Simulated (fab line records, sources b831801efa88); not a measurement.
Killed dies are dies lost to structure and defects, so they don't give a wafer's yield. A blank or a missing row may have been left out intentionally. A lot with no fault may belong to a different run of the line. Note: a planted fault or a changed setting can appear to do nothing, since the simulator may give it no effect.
Which tool is to blame? || flow gf180mcu || Sampling: 13 lots, 39 wafers, 4 of 602 route steps

== WHAT EACH GAUGE READ, for each wafer ==
GF_STI_CD_MEAS_12: target cd 220 nm. Usual: cd_nm reads 220.0 nm (standard deviation 1.3).
{"lot": "L412", "measured": "day 2 02:15", "on": "cd_sem-02", "cd_nm (nm)": "219.7 220.6 220.2", "flag": ""}
{"lot": "L413", "measured": "day 2 06:15", "on": "cd_sem-02", "cd_nm (nm)": "219.9 220.5 218.3", "flag": ""}
{"lot": "L414", "measured": "day 2 11:09", "on": "cd_sem-01", "cd_nm (nm)": "222.2 221.3 220.7", "flag": ""}
{"lot": "L415", "measured": "day 2 19:00", "on": "cd_sem-02", "cd_nm (nm)": "219.4 219.0 219.7", "flag": ""}
{"lot": "L420", "measured": "day 3 18:45", "on": "cd_sem-02", "cd_nm (nm)": "219.2 218.9 218.2", "flag": ""}
{"lot": "L421", "measured": "day 3 23:54", "on": "cd_sem-01", "cd_nm (nm)": "219.3 221.0 220.3", "flag": ""}
{"lot": "L422", "measured": "day 4 04:33", "on": "cd_sem-01", "cd_nm (nm)": "218.4 219.1 220.7", "flag": ""}
{"lot": "L425", "measured": "day 4 20:56", "on": "cd_sem-02", "cd_nm (nm)": "220.4 219.6 220.9", "flag": ""}
{"lot": "L427", "measured": "day 5 06:57", "on": "cd_sem-02", "cd_nm (nm)": "216.4 217.1 217.3", "flag": ""}
{"lot": "L429", "measured": "day 5 17:38", "on": "cd_sem-01", "cd_nm (nm)": "220.7 221.5 221.0", "flag": ""}
{"lot": "L430", "measured": "day 5 21:44", "on": "cd_sem-01", "cd_nm (nm)": "217.7 218.4 217.5", "flag": ""}
{"lot": "L433", "measured": "day 6 13:37", "on": "cd_sem-01", "cd_nm (nm)": "220.9 220.1 220.9", "flag": ""}
{"lot": "L435", "measured": "day 7 00:20", "on": "cd_sem-01", "cd_nm (nm)": "222.0 221.6 220.3", "flag": ""}

GF_NWELL_OVL_MEAS_07. Usual: NWELL_OVL gives -1.6 nm (standard deviation 1.3).
{"lot": "L412", "measured": "day 3 09:17", "on": "overlay-01", "NWELL_OVL (nm)": "-2.1 0.9 -1.8", "flag": ""}
{"lot": "L413", "measured": "day 3 14:40", "on": "overlay-01", "NWELL_OVL (nm)": "-1.6 -2.7 -1.4", "flag": ""}
{"lot": "L414", "measured": "day 3 17:48", "on": "overlay-02", "NWELL_OVL (nm)": "-2.6 -1.9 -1.6", "flag": ""}
{"lot": "L415", "measured": "day 4 01:26", "on": "overlay-02", "NWELL_OVL (nm)": "-0.8 -0.1 0.0", "flag": ""}
{"lot": "L420", "measured": "day 5 02:32", "on": "overlay-02", "NWELL_OVL (nm)": "-2.1 -3.5 -2.5", "flag": ""}
{"lot": "L421", "measured": "day 5 10:26", "on": "overlay-02", "NWELL_OVL (nm)": "-0.8 -3.2 -1.1", "flag": ""}
{"lot": "L422", "measured": "day 5 15:40", "on": "overlay-02", "NWELL_OVL (nm)": "-1.0 -1.2 -1.4", "flag": ""}
{"lot": "L425", "measured": "day 6 06:53", "on": "overlay-01", "NWELL_OVL (nm)": "- - -", "flag": "OFF"}
{"lot": "L427", "measured": "day 6 17:06", "on": "overlay-01", "NWELL_OVL (nm)": "-3.7 -2.0 -2.5", "flag": ""}
{"lot": "L429", "measured": "day 7 03:56", "on": "overlay-01", "NWELL_OVL (nm)": "- - -", "flag": "OFF"}
{"lot": "L430", "measured": "day 7 09:22", "on": "overlay-01", "NWELL_OVL (nm)": "-0.7 -1.1 -2.2", "flag": ""}
{"lot": "L433", "measured": "day 8 02:34", "on": "overlay-01", "NWELL_OVL (nm)": "-0.3 -1.6 -0.9", "flag": ""}
{"lot": "L435", "measured": "day 8 14:54", "on": "overlay-01", "NWELL_OVL (nm)": "-2.0 -2.7 -3.7", "flag": ""}

== EACH LOT AND THE TOOL THAT RAN IT (in order: tool; ch and the chambers of the sampled wafers; start) ==
{"lot": "L412", "GF_STI_ETCH_14": "rie_si-01 ch 2,3, day 2 02:27", "GF_NWELL_DEVELOP_06": "litho_track-02 ch 0, day 3 09:00"}
{"lot": "L413", "GF_STI_ETCH_14": "rie_si-02 ch 2,3, day 2 06:27", "GF_NWELL_DEVELOP_06": "litho_track-04 ch 0, day 3 14:00"}
{"lot": "L414", "GF_STI_ETCH_14": "rie_si-02 ch 1,2,3, day 2 11:21", "GF_NWELL_DEVELOP_06": "litho_track-03 ch 0, day 3 17:00"}
{"lot": "L415", "GF_STI_ETCH_14": "rie_si-02 ch 2,3, day 2 19:12", "GF_NWELL_DEVELOP_06": "litho_track-02 ch 0, day 4 01:00"}
{"lot": "L420", "GF_STI_ETCH_14": "rie_si-02 ch 1,3, day 3 18:57", "GF_NWELL_DEVELOP_06": "litho_track-02 ch 0, day 5 02:00"}
{"lot": "L421", "GF_STI_ETCH_14": "rie_si-02 ch 0,1,2, day 4 00:05", "GF_NWELL_DEVELOP_06": "litho_track-04 ch 0, day 5 10:00"}
{"lot": "L422", "GF_STI_ETCH_14": "rie_si-02 ch 1,2, day 4 04:45", "GF_NWELL_DEVELOP_06": "litho_track-04 ch 0, day 5 15:00"}
{"lot": "L425", "GF_STI_ETCH_14": "rie_si-01 ch 1,3, day 4 21:08", "GF_NWELL_DEVELOP_06": "litho_track-02 ch 0, day 6 06:00"}
{"lot": "L427", "GF_STI_ETCH_14": "rie_si-02 ch 0,2,3, day 5 07:09", "GF_NWELL_DEVELOP_06": "litho_track-03 ch 0, day 6 16:00"}
{"lot": "L429", "GF_STI_ETCH_14": "rie_si-02 ch 2,3, day 5 17:50", "GF_NWELL_DEVELOP_06": "litho_track-02 ch 0, day 7 03:00"}
{"lot": "L430", "GF_STI_ETCH_14": "rie_si-02 ch 0,2,3, day 5 21:55", "GF_NWELL_DEVELOP_06": "litho_track-03 ch 0, day 7 09:00"}
{"lot": "L433", "GF_STI_ETCH_14": "rie_si-01 ch 0,1,2, day 6 13:49", "GF_NWELL_DEVELOP_06": "litho_track-04 ch 0, day 8 02:00"}
{"lot": "L435", "GF_STI_ETCH_14": "rie_si-02 ch 1,2,3, day 7 00:32", "GF_NWELL_DEVELOP_06": "litho_track-03 ch 0, day 8 14:00"}
- GF_STI_ETCH_14: etches Si in HBr/Cl2/O2, target depth 360 nm, time 102.9 s.
- GF_NWELL_DEVELOP_06: develop time 60 s.

== WHAT THE TOOLS THEMSELVES READ (means of the sampled wafers that have a number; where no wafer has one, the mark that the record gives instead) ==
GF_STI_ETCH_14. Usual: drypump_motor_current_A 5.6 A, standard deviation 0.42; oes_product_au 0.996 a.u., standard deviation 0.007; throttle_valve_pct 25.658 %, standard deviation 0.0099.
{"lot": "L412", "tool": "rie_si-01", "drypump_motor_current_A (A)": 5.1, "oes_product_au (a.u.)": 1.003, "throttle_valve_pct (%)": 25.656, "flag": ""}
{"lot": "L413", "tool": "rie_si-02", "drypump_motor_current_A (A)": 5.7, "oes_product_au (a.u.)": 0.999, "throttle_valve_pct (%)": 25.659, "flag": ""}
{"lot": "L414", "tool": "rie_si-02", "drypump_motor_current_A (A)": 5.8, "oes_product_au (a.u.)": 1.000, "throttle_valve_pct (%)": 25.667, "flag": ""}
{"lot": "L415", "tool": "rie_si-02", "drypump_motor_current_A (A)": 5.7, "oes_product_au (a.u.)": 0.990, "throttle_valve_pct (%)": 25.661, "flag": ""}
{"lot": "L420", "tool": "rie_si-02", "drypump_motor_current_A (A)": 5.9, "oes_product_au (a.u.)": 0.992, "throttle_valve_pct (%)": 25.660, "flag": ""}
{"lot": "L421", "tool": "rie_si-02", "drypump_motor_current_A (A)": 5.4, "oes_product_au (a.u.)": 0.999, "throttle_valve_pct (%)": 25.652, "flag": ""}
{"lot": "L422", "tool": "rie_si-02", "drypump_motor_current_A (A)": 5.9, "oes_product_au (a.u.)": 0.999, "throttle_valve_pct (%)": 25.647, "flag": ""}
{"lot": "L425", "tool": "rie_si-01", "drypump_motor_current_A (A)": 5.7, "oes_product_au (a.u.)": 0.992, "throttle_valve_pct (%)": 25.656, "flag": ""}
{"lot": "L427", "tool": "rie_si-02", "drypump_motor_current_A (A)": 5.4, "oes_product_au (a.u.)": 0.993, "throttle_valve_pct (%)": 25.663, "flag": ""}
{"lot": "L429", "tool": "rie_si-02", "drypump_motor_current_A (A)": 5.7, "oes_product_au (a.u.)": 0.991, "throttle_valve_pct (%)": 25.656, "flag": ""}
{"lot": "L430", "tool": "rie_si-02", "drypump_motor_current_A (A)": 5.4, "oes_product_au (a.u.)": 0.996, "throttle_valve_pct (%)": 25.668, "flag": ""}
{"lot": "L433", "tool": "rie_si-01", "drypump_motor_current_A (A)": 5.7, "oes_product_au (a.u.)": 0.996, "throttle_valve_pct (%)": 25.656, "flag": ""}
{"lot": "L435", "tool": "rie_si-02", "drypump_motor_current_A (A)": 5.8, "oes_product_au (a.u.)": 1.004, "throttle_valve_pct (%)": 25.646, "flag": ""}

GF_NWELL_DEVELOP_06. Usual: exhaust_pa reads 45.0 Pa (standard deviation 0.94).
{"lot": "L412", "tool": "litho_track-02", "exhaust_pa (Pa)": 44.5, "flag": ""}
{"lot": "L413", "tool": "litho_track-04", "exhaust_pa (Pa)": 45.2, "flag": ""}
{"lot": "L414", "tool": "litho_track-03", "exhaust_pa (Pa)": 44.8, "flag": ""}
{"lot": "L415", "tool": "litho_track-02", "exhaust_pa (Pa)": 46.1, "flag": ""}
{"lot": "L420", "tool": "litho_track-02", "exhaust_pa (Pa)": 43.2, "flag": ""}
{"lot": "L421", "tool": "litho_track-04", "exhaust_pa (Pa)": 46.1, "flag": ""}
{"lot": "L422", "tool": "litho_track-04", "exhaust_pa (Pa)": 44.8, "flag": ""}
{"lot": "L425", "tool": "litho_track-02", "exhaust_pa (Pa)": 45.0, "flag": ""}
{"lot": "L427", "tool": "litho_track-03", "exhaust_pa (Pa)": 44.0, "flag": ""}
{"lot": "L429", "tool": "litho_track-02", "exhaust_pa (Pa)": 45.3, "flag": ""}
{"lot": "L430", "tool": "litho_track-03", "exhaust_pa (Pa)": 46.4, "flag": ""}
{"lot": "L433", "tool": "litho_track-04", "exhaust_pa (Pa)": 44.6, "flag": ""}
{"lot": "L435", "tool": "litho_track-03", "exhaust_pa (Pa)": 44.1, "flag": ""}

== THE ANSWER, worked out from the rows above alone ==
Rule: lot off if the mean of its wafers having a number is beyond 3 standard deviations from the usual mean. A lot without any number at a reading at which 4 lots or more have one is off too. Any other lot the step has rows for is counted as sound. After the gauges, taken in route order, come the tools' own readings; for these a lot's mean is taken, as printed above. At the first step where some lot is off, the reading lying furthest off is the one used; lots without a number count as furthest.
Off: at GF_NWELL_OVL_MEAS_07 (NWELL_OVL), L425, L429. Without a number there: L425, L429.
If a tool, at a process step before that reading, ran all the lots that are off and no sound lot after the first of them, it fits. The gauges at GF_NWELL_OVL_MEAS_07 are tried like those tools. One fits: litho_track-02 at GF_NWELL_DEVELOP_06. Its last sound lot is L420 (day 5 02:00), its first lot that is off L425 (day 6 06:00): a fault that began between those two fits.

== WHAT HAD BEEN PUT IN BY THE SIMULATOR ==
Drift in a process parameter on litho_track-02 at GF_NWELL_DEVELOP_06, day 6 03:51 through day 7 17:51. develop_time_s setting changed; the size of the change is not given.
Shown lots that were struck: L425, L429. The rule given above showed the same thing.
